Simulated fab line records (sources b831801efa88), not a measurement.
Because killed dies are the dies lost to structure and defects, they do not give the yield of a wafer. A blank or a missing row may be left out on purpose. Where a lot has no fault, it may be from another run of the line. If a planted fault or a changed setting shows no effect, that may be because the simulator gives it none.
The tool behind it: which one? | flow sky130 | 24 lots, 72 wafers sampled, at 5 steps of a route of 708

## WHAT THE GAUGES SHOWED, per wafer
SKY_GATE_OXIDE_OVL_MEAS_10. Usual: GATE_OXIDE_OVL gives 0.3 nm (standard deviation 1.3).
lot  | measured     | on         | GATE_OXIDE_OVL (nm) | flag
L075 | day 14 15:53 | overlay-01 | 0.4 1.0 -0.7        | 
L074 | day 14 18:57 | overlay-02 | -1.5 -2.0 0.9       | 
L077 | day 15 13:46 | overlay-01 | -0.7 -0.9 -1.0      | 
L076 | day 15 13:47 | overlay-02 | -1.0 0.7 -0.8       | 
L079 | day 15 21:24 | overlay-02 | 1.9 1.2 1.5         | 
L078 | day 15 23:41 | overlay-01 | 0.6 0.1 -0.2        | 
L082 | day 18 13:42 | overlay-01 | 1.6 2.9 2.2         | 
L081 | day 18 13:59 | overlay-02 | 0.7 1.9 0.8         | 
L084 | day 18 14:05 | overlay-01 | 0.6 1.2 2.5         | 
L087 | day 18 14:08 | overlay-01 | -1.4 -2.1 -0.2      | 
L085 | day 18 14:23 | overlay-02 | -1.2 0.4 -2.2       | 
L080 | day 18 14:39 | overlay-01 | 0.0 -2.3 -1.0       | 
L086 | day 18 15:35 | overlay-02 | 0.0 -1.6 -2.0       | 
L083 | day 18 15:53 | overlay-01 | 3.4 2.9 2.9         | 
L088 | day 18 20:59 | overlay-02 | -0.8 -0.5 1.1       | 
L089 | day 19 01:16 | overlay-02 | 1.0 1.7 -0.3        | 
L090 | day 19 12:38 | overlay-01 | -0.9 -0.2 -0.8      | 
L091 | day 20 07:57 | overlay-02 | 0.2 0.4 1.6         | 
L092 | day 20 11:29 | overlay-02 | 1.1 1.6 1.7         | 
L093 | day 20 13:20 | overlay-02 | 0.0 0.2 1.2         | 
L094 | day 20 18:37 | overlay-02 | -0.3 -0.6 -0.2      | 
L095 | day 21 05:16 | overlay-02 | -2.3 -0.6 2.0       | 
L096 | day 21 10:51 | overlay-02 | -1.6 1.5 0.0        | 
L097 | day 21 21:17 | overlay-01 | 1.5 1.0 1.4         | 

SKY_RES_PROTECT_TW_MEAS_08. Usual: POLY_GATE_TW gives 4068 (standard deviation 30).
lot  | measured     | on           | POLY_GATE_TW   | flag
L075 | day 15 21:20 | filmMetro-02 | 4034 4040 4063 | 
L074 | day 16 02:11 | filmMetro-02 | 4023 4032 4037 | 
L077 | day 16 22:11 | filmMetro-02 | 4046 4031 4042 | 
L076 | day 16 21:32 | filmMetro-02 | 4056 4041 4049 | 
L079 | day 17 05:36 | filmMetro-04 | 4074 4075 4060 | 
L078 | day 17 08:44 | filmMetro-04 | 4092 4072 4076 | 
L082 | day 20 01:04 | filmMetro-02 | 4028 4040 4041 | 
L081 | day 20 01:26 | filmMetro-01 | 4108 4091 4095 | 
L084 | day 20 00:29 | filmMetro-04 | 4110 4101 4073 | 
L087 | day 20 03:25 | filmMetro-01 | 4106 4112 4107 | 
L085 | day 20 02:52 | filmMetro-04 | 4122 4117 4102 | 
L080 | day 20 02:49 | filmMetro-02 | 4067 4060 4050 | 
L086 | day 20 03:44 | filmMetro-04 | 4101 4120 4106 | 
L083 | day 20 06:00 | filmMetro-02 | 4078 4041 4056 | 
L088 | day 20 08:28 | filmMetro-02 | 4043 4028 4036 | 
L089 | day 20 13:22 | filmMetro-01 | 4103 4097 4116 | 
L090 | day 20 22:47 | filmMetro-02 | 4050 4051 4029 | 
L091 | day 21 19:22 | filmMetro-02 | 4025 4039 4058 | 
L092 | day 21 22:09 | filmMetro-04 | 4098 4111 4091 | 
L093 | day 22 01:33 | filmMetro-01 | 4094 4065 4096 | 
L094 | day 22 04:01 | filmMetro-04 | 4070 4066 4079 | 
L095 | day 22 14:46 | filmMetro-02 | 4024 4034 4049 | 
L096 | day 22 23:27 | filmMetro-04 | 4087 4072 4073 | 
L097 | day 23 07:44 | filmMetro-02 | 4031 4033 4043 | 

SKY_POLY_GATE_CD_MEAS_22. Usual: 150 nm for cdNm, sd 3.7.
lot  | measured     | on       | cdNm (nm)   | flag
L075 | day 17 07:07 | cdSem-01 | 146 153 146 | 
L074 | day 17 13:40 | cdSem-01 | 145 153 147 | 
L077 | day 18 09:56 | cdSem-02 | 147 151 144 | 
L076 | day 18 08:05 | cdSem-02 | 149 151 156 | 
L079 | day 18 18:38 | cdSem-02 | 152 149 148 | 
L078 | day 18 21:59 | cdSem-02 | 151 151 152 | 
L082 | day 21 12:11 | cdSem-01 | 149 153 148 | 
L081 | day 21 13:22 | cdSem-01 | 152 143 152 | 
L084 | day 21 10:05 | cdSem-01 | 144 157 154 | 
L087 | day 21 19:22 | cdSem-01 | 149 152 145 | 
L085 | day 21 19:14 | cdSem-01 | 143 156 152 | 
L080 | day 21 19:06 | cdSem-01 | 146 152 155 | 
L086 | day 21 19:41 | cdSem-01 | 153 154 147 | 
L083 | day 21 19:51 | cdSem-01 | 156 143 143 | 
L088 | day 21 21:43 | cdSem-01 | 148 152 152 | 
L089 | day 22 00:53 | cdSem-01 | 151 150 145 | 
L090 | day 22 07:49 | cdSem-01 | 156 146 150 | 
L091 | day 23 04:08 | cdSem-02 | 146 156 151 | 
L092 | day 23 08:31 | cdSem-02 | 146 151 148 | 
L093 | day 23 11:55 | cdSem-02 | 153 152 151 | 
L094 | day 23 13:24 | cdSem-02 | 146 146 149 | 
L095 | day 24 00:09 | cdSem-02 | 151 147 154 | 
L096 | day 24 08:29 | cdSem-02 | 148 148 152 | 
L097 | day 24 17:10 | cdSem-02 | 147 152 149 | 

SKY_LDD_P_OVL_MEAS_08. Usual: LDD_P_OVL gives -0.3 nm (standard deviation 1.3).
lot  | measured     | on         | LDD_P_OVL (nm) | flag
L075 | day 19 19:30 | overlay-01 | -1.3 -1.2 -1.3 | 
L074 | day 20 02:24 | overlay-01 | -0.3 -3.6 -1.3 | 
L077 | day 20 23:18 | overlay-01 | 0.2 -1.0 2.2   | 
L076 | day 20 22:20 | overlay-02 | -0.7 -0.5 0.5  | 
L079 | day 21 08:57 | overlay-01 | 1.3 0.7 0.5    | 
L078 | day 21 13:38 | overlay-02 | 0.2 -1.0 1.9   | 
L082 | day 24 01:54 | overlay-01 | -2.0 -1.2 -1.8 | 
L081 | day 24 02:22 | overlay-01 | -0.1 1.5 0.5   | 
L084 | day 24 00:03 | overlay-01 | -1.2 -0.9 0.9  | 
L087 | day 24 08:14 | overlay-01 | -0.3 -1.1 -0.4 | 
L085 | day 24 07:26 | overlay-02 | 0.5 -0.2 0.5   | 
L080 | day 24 06:46 | overlay-01 | -2.3 0.3 -2.6  | 
L086 | day 24 08:25 | overlay-02 | 0.6 0.7 1.2    | 
L083 | day 24 08:51 | overlay-01 | -2.8 -2.0 -0.2 | 
L088 | day 24 09:26 | overlay-01 | 0.3 1.0 0.9    | 
L089 | day 24 13:38 | overlay-02 | -0.9 0.9 -0.6  | 
L090 | day 24 20:45 | overlay-01 | -0.2 0.6 -0.3  | 
L091 | day 25 16:19 | overlay-01 | -1.0 -2.5 0.6  | 
L092 | day 25 20:20 | overlay-02 | 1.8 1.5 1.7    | 
L093 | day 25 23:42 | overlay-01 | -0.2 0.2 -0.8  | 
L094 | day 26 01:55 | overlay-02 | -0.6 -1.6 -0.9 | 
L095 | day 26 12:54 | overlay-02 | 0.0 0.9 -1.5   | 
L096 | day 26 21:41 | overlay-02 | -1.4 -2.4 -0.9 | 
L097 | day 27 04:07 | overlay-01 | -0.3 -0.2 -1.2 | 

## WHICH TOOL RAN EACH LOT (tool, then ch and the chambers of the sampled wafers, then the start)
lot  | SKY_LDD_N_STRIP_16
L075 | plasmaAsher-02 ch 0,1, day 18 13:04
L074 | plasmaAsher-04 ch 0, day 18 19:55
L077 | plasmaAsher-04 ch 0,1, day 19 16:53
L076 | plasmaAsher-03 ch 0,1, day 19 15:38
L079 | plasmaAsher-04 ch 0,1, day 20 02:38
L078 | plasmaAsher-03 ch 0,1, day 20 06:16
L082 | plasmaAsher-02 ch 0,1, day 22 19:29
L081 | plasmaAsher-03 ch 1, day 22 20:32
L084 | plasmaAsher-02 ch 1, day 22 17:43
L087 | plasmaAsher-02 ch 0,1, day 23 01:55
L085 | plasmaAsher-04 ch 0,1, day 23 01:45
L080 | plasmaAsher-02 ch 0,1, day 23 01:27
L086 | plasmaAsher-03 ch 0,1, day 23 02:37
L083 | plasmaAsher-02 ch 0,1, day 23 02:55
L088 | plasmaAsher-04 ch 0,1, day 23 03:47
L089 | plasmaAsher-02 ch 0,1, day 23 08:04
L090 | plasmaAsher-02 ch 0,1, day 23 14:52
L091 | plasmaAsher-03 ch 0,1, day 24 10:49
L092 | plasmaAsher-04 ch 0,1, day 24 15:04
L093 | plasmaAsher-03 ch 0,1, day 24 19:13
L094 | plasmaAsher-02 ch 0,1, day 24 20:19
L095 | plasmaAsher-02 ch 0,1, day 25 07:38
L096 | plasmaAsher-03 ch 0,1, day 25 15:43
L097 | plasmaAsher-04 ch 0,1, day 25 23:16
- SKY_LDD_N_STRIP_16: strips in O2/N2.

## WHAT THE TOOLS THEMSELVES READ (means of the sampled wafers that have a number; where no wafer has one, the mark that the record gives instead)
SKY_LDD_N_STRIP_16. Usual: drypumpMotorCurrentA 5.5 A, standard deviation 0.52; oesProductAu 0.407 a.u., standard deviation 0.0051; stripTimeToEndpointS 4.314 s, standard deviation 0.014.
lot  | tool           | drypumpMotorCurrentA (A) | oesProductAu (a.u.) | stripTimeToEndpointS (s) | flag
L075 | plasmaAsher-02 | 4.9                      | 0.404               | 4.305                    | 
L074 | plasmaAsher-04 | 6.2                      | 0.407               | 4.296                    | 
L077 | plasmaAsher-04 | 5.7                      | 0.406               | 4.325                    | 
L076 | plasmaAsher-03 | 6.0                      | 0.410               | 4.318                    | 
L079 | plasmaAsher-04 | 5.8                      | 0.406               | 4.307                    | 
L078 | plasmaAsher-03 | 6.0                      | 0.412               | 4.309                    | 
L082 | plasmaAsher-02 | 4.9                      | 0.412               | 4.306                    | 
L081 | plasmaAsher-03 | 5.7                      | 0.411               | 4.324                    | 
L084 | plasmaAsher-02 | 4.7                      | 0.407               | 4.319                    | 
L087 | plasmaAsher-02 | 5.0                      | 0.409               | 4.314                    | 
L085 | plasmaAsher-04 | 6.0                      | 0.412               | 4.337                    | 
L080 | plasmaAsher-02 | 5.0                      | 0.405               | 4.302                    | 
L086 | plasmaAsher-03 | 5.9                      | 0.410               | 4.318                    | 
L083 | plasmaAsher-02 | 5.0                      | 0.408               | 4.312                    | 
L088 | plasmaAsher-04 | 5.8                      | 0.409               | 4.325                    | 
L089 | plasmaAsher-02 | 5.0                      | 0.402               | 4.321                    | 
L090 | plasmaAsher-02 | 5.0                      | 0.408               | 4.319                    | 
L091 | plasmaAsher-03 | 5.8                      | 0.411               | 4.314                    | 
L092 | plasmaAsher-04 | 6.0                      | 0.412               | 4.318                    | 
L093 | plasmaAsher-03 | 5.8                      | 0.407               | 4.306                    | 
L094 | plasmaAsher-02 | 4.9                      | 0.404               | 4.312                    | 
L095 | plasmaAsher-02 | 5.1                      | 0.408               | 4.309                    | 
L096 | plasmaAsher-03 | 5.8                      | 0.410               | 4.309                    | 
L097 | plasmaAsher-04 | 6.0                      | 0.407               | 4.317                    | 

## THE ANSWER, worked out from the rows above alone
Rule: a lot counts as off when the mean over its wafers that have a number is more than 3 standard deviations away from the usual mean. Also off: a lot with no number at a reading for which 4 or more lots have one. Any other lot the step has rows for is counted as sound. After the gauges, taken in route order, come the tools' own readings; for these a lot's mean is taken, as printed above. The first step at which some lot is off is used, and at that step the reading that is off furthest; a lot without a number counts as furthest.
No lot is off at any reading shown: from this, nothing can be told.

## WHAT THE SIMULATOR HAD INSERTED
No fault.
